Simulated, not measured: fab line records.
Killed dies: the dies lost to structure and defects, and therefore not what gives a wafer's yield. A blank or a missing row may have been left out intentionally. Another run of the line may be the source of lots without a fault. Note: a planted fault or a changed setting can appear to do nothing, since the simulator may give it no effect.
fab line records ; flow gf180mcu
record lots=13; wafers=39; last_day=34
route steps=602 shown STI@13 POLY_GATE@168 HV_LDD@204 SAB@265
lots that met no fault: from a run of the same line without faults
start_h: start of the lot's first displayed wafer, in hours after the record's first day ; wait_h: hours since the lot's step before ; " same as the row above ; L1.1+2: a single row standing in for several wafers ; - value missing, or start not given ; * or withheld: withheld ; < > ~ a bound
route shown NAME@n: NAME is a module with steps in the file, n the number in the route of the first one ; usual: mean and standard deviation over wafers with no fault ; same: alike in all rows ; chamber/n: place in a boat ; sites: readings site by site ; _std_site: the values' standard deviation ; _edge_site: inner sites' mean taken away from outer sites' mean ; radius_mm: how far each site lies from the wafer's centre ; mask NAME#n: copy n ; behind: the last tool/chamber to shape the wafer ; hold: the reason the lot was held/the length of the hold in hours/how it ended ; device: which transistor (n, p or np) failed to switch ; end of line: tests of these same wafers at the route's end ; a step given without rows: its recipe and nothing more ; killed: dies that structure and defects cost at the first sort, which is not the same as the wafer's yield ; map: per-die view of a wafer (x killed, . not killed, _ where there is no die)
set.NAME: the setting the step ran with; set.NAME@STEP: the setting that earlier step ran with ; model.NAME: the simulator's own value behind a step, which no gauge read
a sample of lots followed through the steps of the route, with each step as a table and each wafer as a row
services: the hour from which a tool's chamber was out of use, counted from the record's first day as start_h (under 0 if before that day), plus the number of hours and why
## steps
# step GF_STI_CD_MEAS_12
# recipe target_cd_nm=220
# usual cd_nm=220.0/1.2
lot.wafer;tool;chamber;start_h;wait_h;cd_nm
L470.2;cd_sem-02;-;25.37;0.1;219.5
L470.3;cd_sem-02;-;25.37;0.1;219.4
L470.4;cd_sem-02;-;25.37;0.1;219.9
L473.1;cd_sem-02;-;41.29;0.1;220.7
L473.2;cd_sem-02;-;41.29;0.1;221.6
L473.3;cd_sem-02;-;41.29;0.1;219.9
L474.2;cd_sem-02;-;45.11;0.1;221.9
L474.4;cd_sem-02;-;45.11;0.1;220.8
L474.6;cd_sem-02;-;45.11;0.1;222.1
L475.1;cd_sem-01;-;51.89;0.1;218.0
L475.3;cd_sem-01;-;51.89;0.1;219.1
L475.6;cd_sem-01;-;51.89;0.1;218.1
L476.2;cd_sem-01;-;56.91;0.1;221.5
L476.4;cd_sem-01;-;56.91;0.1;222.0
L476.5;cd_sem-01;-;56.91;0.1;221.1
L477.3;cd_sem-02;-;61.63;0.1;218.3
L477.4;cd_sem-02;-;61.63;0.1;218.4
L477.5;cd_sem-02;-;61.63;0.1;219.0
L479.3;cd_sem-01;-;72.88;0.1;218.7
L479.4;cd_sem-01;-;72.88;0.1;220.4
L479.5;cd_sem-01;-;72.88;0.1;219.2
L481.1;cd_sem-01;-;83.04;0.1;220.7
L481.2;cd_sem-01;-;83.04;0.1;219.5
L481.4;cd_sem-01;-;83.04;0.1;221.1
L482.2;cd_sem-01;-;87.36;0.1;218.9
L482.5;cd_sem-01;-;87.36;0.1;218.7
L482.6;cd_sem-01;-;87.36;0.1;219.0
L483.1;cd_sem-02;-;92.79;0.1;220.3
L483.2;cd_sem-02;-;92.79;0.1;221.8
L483.4;cd_sem-02;-;92.79;0.1;221.5
L484.2;cd_sem-02;-;99.36;0.2;221.1
L484.3;cd_sem-02;-;99.36;0.2;221.4
L484.6;cd_sem-02;-;99.36;0.2;221.0
L490.1;cd_sem-01;-;128.19;0.1;222.0
L490.2;cd_sem-01;-;128.19;0.1;220.6
L490.3;cd_sem-01;-;128.19;0.1;221.4
L492.2;cd_sem-01;-;138.41;0.1;219.6
L492.3;cd_sem-01;-;138.41;0.1;219.3
L492.4;cd_sem-01;-;138.41;0.1;220.3
# step GF_POLY_GATE_OVL_MEAS_11
# usual POLY_GATE_OVL=0/4.2
lot.wafer;tool;chamber;start_h;wait_h;POLY_GATE_OVL[nm]
L470.2;overlay-01;-;200.22;0.1;8
L470.3;overlay-01;-;200.22;0.1;5
L470.4;overlay-01;-;200.22;0.1;6
L473.1;overlay-01;-;215.31;0.1;-3
L473.2;overlay-01;-;215.31;0.1;-2
L473.3;overlay-01;-;215.31;0.1;-8
L474.2;overlay-01;-;225.62;0.1;-4
L474.4;overlay-01;-;225.62;0.1;1
L474.6;overlay-01;-;225.62;0.1;1
L475.1;overlay-01;-;233.61;0.1;6
L475.3;overlay-01;-;233.61;0.1;1
L475.6;overlay-01;-;233.61;0.1;3
L476.2;overlay-01;-;239.66;0.1;2
L476.4;overlay-01;-;239.66;0.1;0
L476.5;overlay-01;-;239.66;0.1;-2
L477.3;overlay-02;-;247.57;0.1;-2
L477.4;overlay-02;-;247.57;0.1;0
L477.5;overlay-02;-;247.57;0.1;1
L479.3;overlay-01;-;263.62;0.1;7
L479.4;overlay-01;-;263.62;0.1;-3
L479.5;overlay-01;-;263.62;0.1;1
L481.1;overlay-02;-;274.11;0.1;2
L481.2;overlay-02;-;274.11;0.1;-2
L481.4;overlay-02;-;274.11;0.1;-4
L482.2;overlay-02;-;284.77;0.1;-5
L482.5;overlay-02;-;284.77;0.1;-4
L482.6;overlay-02;-;284.77;0.1;-5
L483.1;overlay-01;-;288.91;0.1;1
L483.2;overlay-01;-;288.91;0.1;0
L483.4;overlay-01;-;288.91;0.1;5
L484.2;overlay-01;-;301.51;0.1;-3
L484.3;overlay-01;-;301.51;0.1;3
L484.6;overlay-01;-;301.51;0.1;1
L490.1;overlay-01;-;340.70;0.1;1
L490.2;overlay-01;-;340.70;0.1;-3
L490.3;overlay-01;-;340.70;0.1;-8
L492.2;overlay-02;-;351.86;0.1;-14
L492.3;overlay-02;-;351.86;0.1;2
L492.4;overlay-02;-;351.86;0.1;-6
# step GF_HV_LDD_EXPOSE_28
# recipe mask_id=Nplus_HV_AREA; target_cd_nm=400; na=0.6; source_shape=conventional; sigma_outer=0.6; dose_mj=140
lot.wafer;tool;chamber;start_h;wait_h;mask
L470.2+3+4;iline_stepper-02;0;247.58;-;Nplus_HV_AREA#0
L473.1+2+3;iline_stepper-01;0;264.34;-;Nplus_HV_AREA#0
L474.2+4+6;iline_stepper-01;0;274.85;-;Nplus_HV_AREA#0
L475.1+3+6;iline_stepper-01;0;284.02;-;Nplus_HV_AREA#0
L476.2+4+5;iline_stepper-01;0;290.06;-;Nplus_HV_AREA#0
L477.3+4+5;iline_stepper-02;0;297.82;-;Nplus_HV_AREA#0
L479.3+4+5;iline_stepper-01;0;315.85;-;Nplus_HV_AREA#0
L481.1+2+4;iline_stepper-02;0;326.86;-;Nplus_HV_AREA#0
L482.2+5+6;iline_stepper-01;0;338.53;-;Nplus_HV_AREA#0
L483.1+2+4;iline_stepper-01;0;342.43;-;Nplus_HV_AREA#0
L484.2+3+6;iline_stepper-01;0;357.09;-;Nplus_HV_AREA#0
L490.1+2+3;iline_stepper-01;0;399.12;-;Pplus_LV_AREA#0
L492.2+3+4;iline_stepper-01;0;410.24;-;Nplus_HV_AREA#0
# step GF_HV_LDD_CD_MEAS_31
# recipe target_cd_nm=400
# usual cd_nm=400.1/1.8
lot.wafer;tool;chamber;start_h;wait_h;cd_nm
L470.2;cd_sem-02;-;256.49;0.1;399.9
L470.3;cd_sem-02;-;256.49;0.1;401.9
L470.4;cd_sem-02;-;256.49;0.1;401.4
L473.1;cd_sem-02;-;273.64;0.1;396.0
L473.2;cd_sem-02;-;273.64;0.1;398.4
L473.3;cd_sem-02;-;273.64;0.1;395.6
L474.2;cd_sem-02;-;284.66;0.1;400.0
L474.4;cd_sem-02;-;284.66;0.1;401.6
L474.6;cd_sem-02;-;284.66;0.1;401.6
L475.1;cd_sem-01;-;293.98;0.1;397.4
L475.3;cd_sem-01;-;293.98;0.1;399.1
L475.6;cd_sem-01;-;293.98;0.1;399.3
L476.2;cd_sem-01;-;299.56;0.1;402.1
L476.4;cd_sem-01;-;299.56;0.1;400.9
L476.5;cd_sem-01;-;299.56;0.1;401.1
L477.3;cd_sem-01;-;308.28;0.1;401.8
L477.4;cd_sem-01;-;308.28;0.1;401.8
L477.5;cd_sem-01;-;308.28;0.1;403.2
L479.3;cd_sem-01;-;325.81;0.1;401.9
L479.4;cd_sem-01;-;325.81;0.1;400.4
L479.5;cd_sem-01;-;325.81;0.1;398.0
L481.1;cd_sem-01;-;337.77;0.1;400.5
L481.2;cd_sem-01;-;337.77;0.1;402.9
L481.4;cd_sem-01;-;337.77;0.1;402.7
L482.2;cd_sem-01;-;348.56;0.1;397.3
L482.5;cd_sem-01;-;348.56;0.1;399.3
L482.6;cd_sem-01;-;348.56;0.1;397.3
L483.1;cd_sem-01;-;352.78;0.1;400.5
L483.2;cd_sem-01;-;352.78;0.1;400.0
L483.4;cd_sem-01;-;352.78;0.1;403.0
L484.2;cd_sem-02;-;368.11;0.1;402.4
L484.3;cd_sem-02;-;368.11;0.1;399.2
L484.6;cd_sem-02;-;368.11;0.1;400.5
L490.1;cd_sem-02;-;410.52;0.1;-
L490.2;cd_sem-02;-;410.52;0.1;-
L490.3;cd_sem-02;-;410.52;0.1;-
L492.2;cd_sem-02;-;421.35;0.1;398.2
L492.3;cd_sem-02;-;421.35;0.1;397.2
L492.4;cd_sem-02;-;421.35;0.1;397.7
# step GF_HV_LDD_TW_MEAS_38
# usual HV_LDD_3_TW=1447/14
lot.wafer;tool;chamber;start_h;wait_h;hold;HV_LDD_3_TW
L470.2;film_metro-02;-;257.33;0.1;-;1435
L470.3;film_metro-02;-;257.33;0.1;-;1439
L470.4;film_metro-02;-;257.33;0.1;-;1436
L473.1;film_metro-01;-;274.49;0.1;-;1474
L473.2;film_metro-01;-;274.49;0.1;-;1462
L473.3;film_metro-01;-;274.49;0.1;-;1462
L474.2;film_metro-01;-;285.50;0.1;-;1464
L474.4;film_metro-01;-;285.50;0.1;-;1463
L474.6;film_metro-01;-;285.50;0.1;-;1463
L475.1;film_metro-04;-;294.84;0.1;-;1431
L475.3;film_metro-04;-;294.84;0.1;-;1429
L475.6;film_metro-04;-;294.84;0.1;-;1433
L476.2;film_metro-02;-;300.40;0.1;-;1453
L476.4;film_metro-02;-;300.40;0.1;-;1451
L476.5;film_metro-02;-;300.40;0.1;-;1456
L477.3;film_metro-04;-;309.11;0.1;-;1439
L477.4;film_metro-04;-;309.11;0.1;-;1429
L477.5;film_metro-04;-;309.11;0.1;-;1433
L479.3;film_metro-04;-;326.64;0.1;-;1438
L479.4;film_metro-04;-;326.64;0.1;-;1442
L479.5;film_metro-04;-;326.64;0.1;-;1434
L481.1;film_metro-04;-;338.62;0.1;-;1442
L481.2;film_metro-04;-;338.62;0.1;-;1443
L481.4;film_metro-04;-;338.62;0.1;-;1451
L482.2;film_metro-04;-;349.40;0.1;-;1437
L482.5;film_metro-04;-;349.40;0.1;-;1444
L482.6;film_metro-04;-;349.40;0.1;-;1441
L483.1;film_metro-04;-;353.64;0.1;-;1442
L483.2;film_metro-04;-;353.64;0.1;-;1448
L483.4;film_metro-04;-;353.64;0.1;-;1447
L484.2;film_metro-01;-;368.95;0.1;-;1465
L484.3;film_metro-01;-;368.95;0.1;-;1467
L484.6;film_metro-01;-;368.95;0.1;-;1466
L490.1;film_metro-01;-;411.37;0.1;await_dispo/0.2h/release;30
L490.2;film_metro-01;-;411.37;0.1;await_dispo/0.2h/release;31
L490.3;film_metro-01;-;411.37;0.1;await_dispo/0.2h/release;31
L490.1;film_metro-01;-;411.65;0.3;-;31
L490.2;film_metro-01;-;411.65;0.3;-;31
L490.3;film_metro-01;-;411.65;0.3;-;31
L492.2;film_metro-04;-;422.20;0.1;-;1434
L492.3;film_metro-04;-;422.20;0.1;-;1436
L492.4;film_metro-04;-;422.20;0.1;-;1437
# step GF_SAB_THK_MEAS_01
# recipe reads=SiO2_of_SAB_CVD_00
# usual SAB_CVD_00_THK=50.1/0.61
lot.wafer;tool;chamber;start_h;wait_h;SAB_CVD_00_THK[nm]
L470.2;film_metro-03;-;321.66;0.0;50.2
L470.3;film_metro-03;-;321.66;0.0;50.1
L470.4;film_metro-03;-;321.66;0.0;50.8
L473.1;film_metro-02;-;340.23;0.0;48.8
L473.2;film_metro-02;-;340.23;0.0;49.4
L473.3;film_metro-02;-;340.23;0.0;49.5
L474.2;film_metro-02;-;351.65;0.0;49.5
L474.4;film_metro-02;-;351.65;0.0;50.6
L474.6;film_metro-02;-;351.65;0.0;50.2
L475.1;film_metro-02;-;362.78;0.0;49.2
L475.3;film_metro-02;-;362.78;0.0;49.1
L475.6;film_metro-02;-;362.78;0.0;51.1
L476.2;film_metro-02;-;371.35;0.0;50.2
L476.4;film_metro-02;-;371.35;0.0;51.0
L476.5;film_metro-02;-;371.35;0.0;50.8
L477.3;film_metro-04;-;377.63;0.0;50.4
L477.4;film_metro-04;-;377.63;0.0;50.1
L477.5;film_metro-04;-;377.63;0.0;50.3
L479.3;film_metro-04;-;395.73;0.0;49.2
L479.4;film_metro-04;-;395.73;0.0;49.9
L479.5;film_metro-04;-;395.73;0.0;49.9
L481.1;film_metro-03;-;407.75;0.0;49.8
L481.2;film_metro-03;-;407.75;0.0;49.9
L481.4;film_metro-03;-;407.75;0.0;50.2
L482.2;film_metro-03;-;420.81;0.0;48.5
L482.5;film_metro-03;-;420.81;0.0;50.1
L482.6;film_metro-03;-;420.81;0.0;49.5
L483.1;film_metro-04;-;425.43;0.0;49.4
L483.2;film_metro-04;-;425.43;0.0;49.5
L483.4;film_metro-04;-;425.43;0.0;50.5
L484.2;film_metro-03;-;446.60;0.0;49.2
L484.3;film_metro-03;-;446.60;0.0;49.9
L484.6;film_metro-03;-;446.60;0.0;50.1
L492.2;film_metro-04;-;498.20;0.0;49.5
L492.3;film_metro-04;-;498.20;0.0;49.9
L492.4;film_metro-04;-;498.20;0.0;50.2
## services
tool;chamber;start_h;hours;kind
iline_stepper-02;-;259.89;4.4;repair
iline_stepper-01;-;285.60;1.7;pm
iline_stepper-02;-;289.14;1.7;pm
iline_stepper-01;-;292.78;6.5;repair
iline_stepper-01;-;370.41;2.1;pm
iline_stepper-01;-;372.50;-;consumable_replace:lamp
iline_stepper-01;-;395.57;1.1;repair
## key
first_sign step=GF_HV_LDD_EXPOSE_28; reading=mask; direction=changed
effect step=GF_HV_LDD_CD_MEAS_31; reading=cd_nm; direction=missing
effect step=GF_HV_LDD_TW_MEAS_38; reading=visit; direction=added
effect step=GF_HV_LDD_TW_MEAS_38; reading=HV_LDD_3_TW; direction=down; sigmas=99+; usual=1447; struck=31
met_at GF_HV_LDD_EXPOSE_28
struck_lots L490
scrapped_behind GF_HV_LDD_TW_MEAS_38 L490.1,L490.2,L490.3
not_acting_at GF_STI_CD_MEAS_12,GF_POLY_GATE_OVL_MEAS_11,GF_SAB_THK_MEAS_01
onset_between 357.09 399.12
fault kind=wrong_mask; tool=any; chamber=-; onset_h=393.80; steps=GF_HV_LDD_EXPOSE_28; aux_copy=Pplus_LV_AREA#0; scope=struck_lots_only
